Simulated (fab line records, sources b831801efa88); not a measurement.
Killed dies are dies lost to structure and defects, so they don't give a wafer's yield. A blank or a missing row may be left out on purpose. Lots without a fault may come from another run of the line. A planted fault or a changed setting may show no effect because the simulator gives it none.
One fault seen from 2 desks | flow sfq_line | each desk has only its own numbers; what lay behind them comes last

THE TOOL OWNER'S DESK: rie_diel-01
The tool's own readings at SFQ_TRILAYER_I3_VIA_BARC_OPEN_VIA_ETCH_121 (etches BARC in O2, target depth 125 nm, time 41.7 s): means of the sampled wafers that have a number, for each lot that ran on this tool. A lot is out of limits, marked OUT, if its mean lies more than 4 standard deviations from the usual mean; the brackets give that distance.
Columns: A = drypump_motor_current_A at SFQ_TRILAYER_I3_VIA_BARC_OPEN_VIA_ETCH_121, usual 5.4 A; B = oes_product_au at SFQ_TRILAYER_I3_VIA_BARC_OPEN_VIA_ETCH_121, usual 0.685 a.u.
lot  | first seen here | A   | B
L242 | day 49 15:37    | 5.4 | 0.686
L251 | day 54 08:05    | 6.1 | 0.685
L253 | day 54 18:53    | 5.5 | 0.688
This desk's finding: nothing out of limits on any of the 3 lots.

THE METROLOGY DESK
What the gauges read, lot by lot, whatever tool the lot ran on: means of the sampled wafers that have a number. A lot is out of limits, marked OUT, if its mean lies more than 4 standard deviations from the usual mean; the brackets give that distance.
Columns: A = I3_BOW at SFQ_I3_BOW_MEAS_922, usual 2 um; B = I3_OVL at SFQ_I3_OVL_MEAS_923, usual 1 nm
lot  | first seen here | A   | B
L242 | day 44 08:32    | -1  | -1
L243 | day 44 23:52    | -13 | 5
L251 | day 49 08:34    | -1  | -6
L253 | day 49 20:04    | 1   | 10
L258 | day 51 07:29    | -3  | -5
L263 | day 52 01:04    | 4   | -2
This desk's finding: nothing out of limits on any of the 6 lots.

PUT TOGETHER
The tool owner's desk saw nothing out of limits.
The metrology desk saw nothing out of limits.

WHAT THE SIMULATOR HAD PUT IN
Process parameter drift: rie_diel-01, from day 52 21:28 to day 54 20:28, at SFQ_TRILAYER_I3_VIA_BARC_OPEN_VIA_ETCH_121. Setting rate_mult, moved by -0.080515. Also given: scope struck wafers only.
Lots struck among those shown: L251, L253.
